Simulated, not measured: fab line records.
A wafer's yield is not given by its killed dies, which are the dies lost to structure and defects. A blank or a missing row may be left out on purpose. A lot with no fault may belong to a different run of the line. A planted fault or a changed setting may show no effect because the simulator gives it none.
The tool behind it: which one? || flow gf180mcu || 36 wafers from 12 lots sampled at 5 of the route's 602 steps

== WHAT THE GAUGES SHOWED, per wafer ==
GF_CONTACT_THK_MEAS_01.
{"lot": "L436", "measured": "day 14 22:20", "on": "filmMetro-03", "CONTACT_CVD_00_THK (nm)": "300 303 304"}
{"lot": "L437", "measured": "day 15 14:13", "on": "filmMetro-04", "CONTACT_CVD_00_THK (nm)": "301 297 296"}
{"lot": "L438", "measured": "day 15 19:28", "on": "filmMetro-03", "CONTACT_CVD_00_THK (nm)": "296 298 296"}
{"lot": "L440", "measured": "day 16 19:00", "on": "filmMetro-03", "CONTACT_CVD_00_THK (nm)": "296 299 301"}
{"lot": "L441", "measured": "day 17 10:39", "on": "filmMetro-03", "CONTACT_CVD_00_THK (nm)": "301 299 303"}
{"lot": "L442", "measured": "day 17 13:45", "on": "filmMetro-04", "CONTACT_CVD_00_THK (nm)": "305 302 301"}
{"lot": "L443", "measured": "day 17 20:34", "on": "filmMetro-03", "CONTACT_CVD_00_THK (nm)": "296 299 295"}
{"lot": "L445", "measured": "day 18 07:52", "on": "filmMetro-02", "CONTACT_CVD_00_THK (nm)": "303 304 300"}
{"lot": "L446", "measured": "day 18 13:07", "on": "filmMetro-04", "CONTACT_CVD_00_THK (nm)": "297 296 298"}
{"lot": "L453", "measured": "day 21 03:43", "on": "filmMetro-04", "CONTACT_CVD_00_THK (nm)": "247 255 253"}
{"lot": "L454", "measured": "day 21 10:48", "on": "filmMetro-03", "CONTACT_CVD_00_THK (nm)": "252 255 253"}
{"lot": "L459", "measured": "day 23 08:19", "on": "filmMetro-03", "CONTACT_CVD_00_THK (nm)": "303 299 298"}

== WHAT TOOL EACH LOT RAN ON (gives the tool, then ch and the chambers of the sampled wafers, and finally the start) ==
{"lot": "L436", "GF_PSD_RTA_13": "rtpAnneal-01 ch 0, day 14 00:49", "GF_SALICIDE_RTA_06": "rtpAnneal-02 ch 0, day 14 22:00", "GF_SALICIDE_RTA_08": "rtpAnneal-01 ch 0, day 14 22:11", "GF_CONTACT_CVD_00": "hdpcvd-01 ch 0,1,2, day 14 22:16"}
{"lot": "L437", "GF_PSD_RTA_13": "rtpAnneal-02 ch 0, day 14 15:37", "GF_SALICIDE_RTA_06": "rtpAnneal-02 ch 0, day 15 13:53", "GF_SALICIDE_RTA_08": "rtpAnneal-01 ch 0, day 15 14:04", "GF_CONTACT_CVD_00": "hdpcvd-01 ch 0,1,2, day 15 14:10"}
{"lot": "L438", "GF_PSD_RTA_13": "rtpAnneal-01 ch 0, day 14 21:28", "GF_SALICIDE_RTA_06": "rtpAnneal-01 ch 0, day 15 19:08", "GF_SALICIDE_RTA_08": "rtpAnneal-02 ch 0, day 15 19:19", "GF_CONTACT_CVD_00": "hdpcvd-02 ch 0,2, day 15 19:25"}
{"lot": "L440", "GF_PSD_RTA_13": "rtpAnneal-01 ch 0, day 15 19:33", "GF_SALICIDE_RTA_06": "rtpAnneal-01 ch 0, day 16 18:40", "GF_SALICIDE_RTA_08": "rtpAnneal-02 ch 0, day 16 18:52", "GF_CONTACT_CVD_00": "hdpcvd-01 ch 0,1, day 16 18:57"}
{"lot": "L441", "GF_PSD_RTA_13": "rtpAnneal-02 ch 0, day 16 10:19", "GF_SALICIDE_RTA_06": "rtpAnneal-02 ch 0, day 17 10:17", "GF_SALICIDE_RTA_08": "rtpAnneal-02 ch 0, day 17 10:29", "GF_CONTACT_CVD_00": "hdpcvd-02 ch 0, day 17 10:35"}
{"lot": "L442", "GF_PSD_RTA_13": "rtpAnneal-01 ch 0, day 16 12:38", "GF_SALICIDE_RTA_06": "rtpAnneal-01 ch 0, day 17 13:25", "GF_SALICIDE_RTA_08": "rtpAnneal-02 ch 0, day 17 13:36", "GF_CONTACT_CVD_00": "hdpcvd-01 ch 0,1, day 17 13:42"}
{"lot": "L443", "GF_PSD_RTA_13": "rtpAnneal-01 ch 0, day 16 20:26", "GF_SALICIDE_RTA_06": "rtpAnneal-02 ch 0, day 17 20:07", "GF_SALICIDE_RTA_08": "rtpAnneal-01 ch 0, day 17 20:25", "GF_CONTACT_CVD_00": "hdpcvd-02 ch 0,2, day 17 20:30"}
{"lot": "L445", "GF_PSD_RTA_13": "rtpAnneal-01 ch 0, day 17 08:07", "GF_SALICIDE_RTA_06": "rtpAnneal-01 ch 0, day 18 07:31", "GF_SALICIDE_RTA_08": "rtpAnneal-02 ch 0, day 18 07:43", "GF_CONTACT_CVD_00": "hdpcvd-02 ch 0,2, day 18 07:49"}
{"lot": "L446", "GF_PSD_RTA_13": "rtpAnneal-01 ch 0, day 17 13:10", "GF_SALICIDE_RTA_06": "rtpAnneal-02 ch 0, day 18 12:35", "GF_SALICIDE_RTA_08": "rtpAnneal-01 ch 0, day 18 12:53", "GF_CONTACT_CVD_00": "hdpcvd-02 ch 0,2, day 18 13:04"}
{"lot": "L453", "GF_PSD_RTA_13": "rtpAnneal-01 ch 0, day 20 02:20", "GF_SALICIDE_RTA_06": "rtpAnneal-01 ch 0, day 21 03:20", "GF_SALICIDE_RTA_08": "rtpAnneal-02 ch 0, day 21 03:34", "GF_CONTACT_CVD_00": "hdpcvd-02 ch 0,1,2, day 21 03:40"}
{"lot": "L454", "GF_PSD_RTA_13": "rtpAnneal-01 ch 0, day 20 09:19", "GF_SALICIDE_RTA_06": "rtpAnneal-01 ch 0, day 21 10:28", "GF_SALICIDE_RTA_08": "rtpAnneal-02 ch 0, day 21 10:40", "GF_CONTACT_CVD_00": "hdpcvd-02 ch 0,2, day 21 10:44"}
{"lot": "L459", "GF_PSD_RTA_13": "rtpAnneal-01 ch 0, day 22 07:34", "GF_SALICIDE_RTA_06": "rtpAnneal-02 ch 0, day 23 07:58", "GF_SALICIDE_RTA_08": "rtpAnneal-01 ch 0, day 23 08:10", "GF_CONTACT_CVD_00": "hdpcvd-01 ch 1,2, day 23 08:15"}
- GF_PSD_RTA_13: time 20 s.
- GF_SALICIDE_RTA_06: time 30 s.
- GF_SALICIDE_RTA_08: time 30 s.
- GF_CONTACT_CVD_00: deposits SiO2, target thk 300 nm, time 50 s.

== AS READ BY THE TOOLS THEMSELVES (means over the sampled wafers that have a number; for cases with no such wafer, the mark the record gives instead) ==
GF_PSD_RTA_13.
{"lot": "L436", "tool": "rtpAnneal-01", "chamberO2Ppm": 1.974, "lampPowerPct (%)": 33.7, "wafer_temp_C_max": 1028.6}
{"lot": "L437", "tool": "rtpAnneal-02", "chamberO2Ppm": 1.993, "lampPowerPct (%)": 29.8, "wafer_temp_C_max": 1029.9}
{"lot": "L438", "tool": "rtpAnneal-01", "chamberO2Ppm": 2.013, "lampPowerPct (%)": 33.7, "wafer_temp_C_max": 1029.1}
{"lot": "L440", "tool": "rtpAnneal-01", "chamberO2Ppm": 1.970, "lampPowerPct (%)": 33.8, "wafer_temp_C_max": 1028.6}
{"lot": "L441", "tool": "rtpAnneal-02", "chamberO2Ppm": 1.978, "lampPowerPct (%)": 29.8, "wafer_temp_C_max": 1030.7}
{"lot": "L442", "tool": "rtpAnneal-01", "chamberO2Ppm": 2.011, "lampPowerPct (%)": 33.8, "wafer_temp_C_max": 1028.2}
{"lot": "L443", "tool": "rtpAnneal-01", "chamberO2Ppm": 2.027, "lampPowerPct (%)": 33.8, "wafer_temp_C_max": 1027.3}
{"lot": "L445", "tool": "rtpAnneal-01", "chamberO2Ppm": 2.040, "lampPowerPct (%)": 33.7, "wafer_temp_C_max": 1028.5}
{"lot": "L446", "tool": "rtpAnneal-01", "chamberO2Ppm": 2.026, "lampPowerPct (%)": 33.7, "wafer_temp_C_max": 1028.2}
{"lot": "L453", "tool": "rtpAnneal-01", "chamberO2Ppm": 1.996, "lampPowerPct (%)": 33.8, "wafer_temp_C_max": 1027.8}
{"lot": "L454", "tool": "rtpAnneal-01", "chamberO2Ppm": 1.991, "lampPowerPct (%)": 33.8, "wafer_temp_C_max": 1028.7}
{"lot": "L459", "tool": "rtpAnneal-01", "chamberO2Ppm": 1.991, "lampPowerPct (%)": 33.8, "wafer_temp_C_max": 1029.0}

GF_SALICIDE_RTA_06.
{"lot": "L436", "tool": "rtpAnneal-02", "chamberO2Ppm": 2.013, "lampPowerPct (%)": 5.4, "wafer_temp_C_max": 532.7}
{"lot": "L437", "tool": "rtpAnneal-02", "chamberO2Ppm": 2.013, "lampPowerPct (%)": 5.4, "wafer_temp_C_max": 533.2}
{"lot": "L438", "tool": "rtpAnneal-01", "chamberO2Ppm": 2.001, "lampPowerPct (%)": 6.1, "wafer_temp_C_max": 531.6}
{"lot": "L440", "tool": "rtpAnneal-01", "chamberO2Ppm": 2.022, "lampPowerPct (%)": 6.1, "wafer_temp_C_max": 531.7}
{"lot": "L441", "tool": "rtpAnneal-02", "chamberO2Ppm": 2.012, "lampPowerPct (%)": 5.4, "wafer_temp_C_max": 532.7}
{"lot": "L442", "tool": "rtpAnneal-01", "chamberO2Ppm": 1.995, "lampPowerPct (%)": 6.1, "wafer_temp_C_max": 531.7}
{"lot": "L443", "tool": "rtpAnneal-02", "chamberO2Ppm": 2.032, "lampPowerPct (%)": 5.4, "wafer_temp_C_max": 532.8}
{"lot": "L445", "tool": "rtpAnneal-01", "chamberO2Ppm": 2.002, "lampPowerPct (%)": 6.1, "wafer_temp_C_max": 532.0}
{"lot": "L446", "tool": "rtpAnneal-02", "chamberO2Ppm": 2.017, "lampPowerPct (%)": 5.4, "wafer_temp_C_max": 532.9}
{"lot": "L453", "tool": "rtpAnneal-01", "chamberO2Ppm": 2.035, "lampPowerPct (%)": 6.1, "wafer_temp_C_max": 532.0}
{"lot": "L454", "tool": "rtpAnneal-01", "chamberO2Ppm": 1.986, "lampPowerPct (%)": 6.1, "wafer_temp_C_max": 531.5}
{"lot": "L459", "tool": "rtpAnneal-02", "chamberO2Ppm": 1.994, "lampPowerPct (%)": 5.4, "wafer_temp_C_max": 531.8}

GF_SALICIDE_RTA_08.
{"lot": "L436", "tool": "rtpAnneal-01", "chamberO2Ppm": 2.014, "lampPowerPct (%)": 17.0, "wafer_temp_C_max": 803.0}
{"lot": "L437", "tool": "rtpAnneal-01", "chamberO2Ppm": 1.992, "lampPowerPct (%)": 17.0, "wafer_temp_C_max": 801.8}
{"lot": "L438", "tool": "rtpAnneal-02", "chamberO2Ppm": 2.007, "lampPowerPct (%)": 15.0, "wafer_temp_C_max": 804.0}
{"lot": "L440", "tool": "rtpAnneal-02", "chamberO2Ppm": 2.015, "lampPowerPct (%)": 15.0, "wafer_temp_C_max": 803.6}
{"lot": "L441", "tool": "rtpAnneal-02", "chamberO2Ppm": 2.013, "lampPowerPct (%)": 15.0, "wafer_temp_C_max": 804.4}
{"lot": "L442", "tool": "rtpAnneal-02", "chamberO2Ppm": 1.980, "lampPowerPct (%)": 15.0, "wafer_temp_C_max": 803.0}
{"lot": "L443", "tool": "rtpAnneal-01", "chamberO2Ppm": 1.994, "lampPowerPct (%)": 17.0, "wafer_temp_C_max": 802.2}
{"lot": "L445", "tool": "rtpAnneal-02", "chamberO2Ppm": 1.971, "lampPowerPct (%)": 15.0, "wafer_temp_C_max": 804.8}
{"lot": "L446", "tool": "rtpAnneal-01", "chamberO2Ppm": 2.028, "lampPowerPct (%)": 17.0, "wafer_temp_C_max": 802.8}
{"lot": "L453", "tool": "rtpAnneal-02", "chamberO2Ppm": 2.037, "lampPowerPct (%)": 15.0, "wafer_temp_C_max": 804.5}
{"lot": "L454", "tool": "rtpAnneal-02", "chamberO2Ppm": 2.010, "lampPowerPct (%)": 15.0, "wafer_temp_C_max": 804.4}
{"lot": "L459", "tool": "rtpAnneal-01", "chamberO2Ppm": 1.992, "lampPowerPct (%)": 17.0, "wafer_temp_C_max": 803.0}

GF_CONTACT_CVD_00.
{"lot": "L436", "tool": "hdpcvd-01", "sih4FlowSccm (sccm)": 60.10}
{"lot": "L437", "tool": "hdpcvd-01", "sih4FlowSccm (sccm)": 60.00}
{"lot": "L438", "tool": "hdpcvd-02", "sih4FlowSccm (sccm)": 59.98}
{"lot": "L440", "tool": "hdpcvd-01", "sih4FlowSccm (sccm)": 60.09}
{"lot": "L441", "tool": "hdpcvd-02", "sih4FlowSccm (sccm)": 59.77}
{"lot": "L442", "tool": "hdpcvd-01", "sih4FlowSccm (sccm)": 59.97}
{"lot": "L443", "tool": "hdpcvd-02", "sih4FlowSccm (sccm)": 60.09}
{"lot": "L445", "tool": "hdpcvd-02", "sih4FlowSccm (sccm)": 60.12}
{"lot": "L446", "tool": "hdpcvd-02", "sih4FlowSccm (sccm)": 60.01}
{"lot": "L453", "tool": "hdpcvd-02", "sih4FlowSccm (sccm)": 51.10}
{"lot": "L454", "tool": "hdpcvd-02", "sih4FlowSccm (sccm)": 50.98}
{"lot": "L459", "tool": "hdpcvd-01", "sih4FlowSccm (sccm)": 60.08}

== THE ANSWER, worked out from the rows above alone ==
Rule: what is usual is taken from the lots themselves. Put in order of their means at a reading, lots are off if they are a third of the lots or fewer, leave a main group of 4 or more, and stand apart from it by a gap of 3 or more times the standard deviation of the main group's means; of several such gaps the widest counts. The tables above print the reading to a certain number of digits; a main group whose means all agree to those digits is not used. Also off: a lot with no number at a reading for which 4 or more lots have one. Where the step has rows for the other lots, those lots are counted as sound. First the gauges in route order, then the tools' own readings, where a lot's mean is used as printed above. The first step at which some lot is off is used, and at that step the reading that is off furthest; a lot without a number counts as furthest.
Off: at GF_CONTACT_THK_MEAS_01 (CONTACT_CVD_00_THK), L453, L454. The main group has a mean of 300 nm with a standard deviation of 2.3.
A tool fits if, at a process step before that reading, it ran every lot that is off, and no sound lot after the first of them. The gauges at GF_CONTACT_THK_MEAS_01 aren't tried: what is off there is off at GF_CONTACT_CVD_00 too, on other tools, and a gauge's error can't cause that. Can't be told from this: 3 tools fit, rtpAnneal-01 at GF_SALICIDE_RTA_06, rtpAnneal-02 at GF_SALICIDE_RTA_08, hdpcvd-02 at GF_CONTACT_CVD_00.

== WHAT THE SIMULATOR PUT IN ==
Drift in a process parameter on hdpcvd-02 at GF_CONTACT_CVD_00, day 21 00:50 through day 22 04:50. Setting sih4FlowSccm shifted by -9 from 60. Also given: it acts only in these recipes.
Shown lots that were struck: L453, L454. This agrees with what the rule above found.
